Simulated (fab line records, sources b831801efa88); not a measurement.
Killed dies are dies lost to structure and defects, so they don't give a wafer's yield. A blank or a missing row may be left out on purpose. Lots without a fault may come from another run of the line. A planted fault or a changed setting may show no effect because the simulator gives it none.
A struck lot beside a sound one | flow sky130 | 16 steps out of a route of 708
Sound: wafers L919.2, L919.4, L919.5. Struck: wafers L930.1, L930.2, L930.6. The cause comes at the end.
At each step with rows: each side's tool, then ch and its chambers, then its first start. Under that, the readings that differ: sound wafers | struck wafers | difference of the means | sigmas: that difference in standard deviations of wafers without a fault.
alike: readings whose means differ by less than 2 such deviations, and words and numbers that are the same on both sides. not compared: withheld readings, readings that some wafer has no value for, bounds like >300 that may hide the same value, and numbers for which the record gives no deviation and whose values overlap.
The two part at a step that has a row with sigmas, a row that says differs or no value, or rows on one side only. Numbers that don't overlap but have no deviation are shown without sigmas and don't part them. A reading that every wafer of one side lacks parts them only if that side has two wafers or more.

first, 9 steps without rows for these wafers: SKY_CAP2M_CLEAN_17 (cleans in O3/DIW); SKY_METAL4_DEHYDRATE_05 (time 60 s); SKY_METAL4_HMDS_06 (prime time 60 s); SKY_METAL4_COAT_07 (resist thk 60 nm); SKY_METAL4_COAT_08 (resist thk 1140 nm); SKY_METAL4_SOFTBAKE_09 (time 90 s); SKY_METAL4_EXPOSE_10 (exposes mask MM4, target cd 300 nm); SKY_METAL4_PEB_11; SKY_METAL4_DEVELOP_12 (develop time 60 s).
SKY_METAL4_CD_MEAS_13: target cd 300 nm.
  sound on cd_sem-01, day 43 02:19; struck on cd_sem-02, day 46 10:02
  alike: cd_nm
SKY_METAL4_OVL_MEAS_14:
  sound on overlay-02, day 43 02:26; struck on overlay-02, day 46 10:10
  alike: METAL4_OVL
SKY_METAL4_DESCUM_15: chemistry O2, time 8 s.
  sound on rie_metal-03 ch 0,1, day 43 02:28; struck on rie_metal-04 ch 0,1, day 46 10:11
  alike: chamber_pressure_mTorr, drypump_motor_current_A, oes_product_au
  not compared: rf_hours_counter_h
SKY_METAL4_ETCH_16: etches BARC in N2/H2, stops on SiO2, time 88.2 s, target depth 60 nm.
  sound on rie_metal-03 ch 0,1, day 43 02:30; struck on rie_metal-04 ch 0,1, day 46 10:13
  reading                                       | sound             | struck            | difference | sigmas
  oes_product_au (a.u.)                         | 0.634 0.633 0.623 | 0.746 0.744 0.752 | +0.117     | +26
  run_length_s (s)                              | 116.0 116.1 116.2 | 98.6 97.5 97.4    | -18.3      | -46
  model.KrF-thick_of_METAL4_COAT_08.thk_nm (nm) | 1081 1081 1081    | 1089 1087 1087    | +7         |
  model.METAL4.cd_nm (nm)                       | 297.4 298.9 298   | 305.3 305.3 303.6 | +6.6       |
  alike: chamber_pressure_mTorr, drypump_motor_current_A, throttle_valve_pct
  not compared: rf_hours_counter_h
SKY_METAL4_ETCH_17: etches SiO2 in C4F8/O2/Ar, stops on TiN, time 3.9 s, target depth 15 nm.
  sound on rie_diel-01 ch 0,2, day 43 02:36; struck on rie_diel-04 ch 1,2, day 46 10:19
  reading                 | sound           | struck            | difference | sigmas
  model.METAL4.cd_nm (nm) | 297.5 298.9 298 | 305.2 305.2 303.6 | +6.5       |
  alike: chamber_pressure_mTorr, oes_product_au
  not compared: rf_hours_counter_h
SKY_METAL4_METAL_ETCH_18: etches the open film in Cl2/BCl3, stops on SiO2, target depth 845 nm, time 183.1 s.
  sound on rie_metal-04 ch 0, day 43 02:41; struck on rie_metal-01 ch 0,1, day 46 10:20
  alike: chamber_pressure_mTorr, drypump_motor_current_A, oes_product_au, run_length_s, throttle_valve_pct
  not compared: rf_hours_counter_h
SKY_PAD_OPEN_PROBE_99:
  the record has rows for the sound wafers here (prober-01, day 46 22:27) and none for the struck ones

WHERE THEY PART
First at SKY_METAL4_ETCH_16; last, within this record, at SKY_PAD_OPEN_PROBE_99.

WHY: what the simulator had put in
Process parameter drift: rie_metal-04, from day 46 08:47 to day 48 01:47, at SKY_METAL4_ETCH_16. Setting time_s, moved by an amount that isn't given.
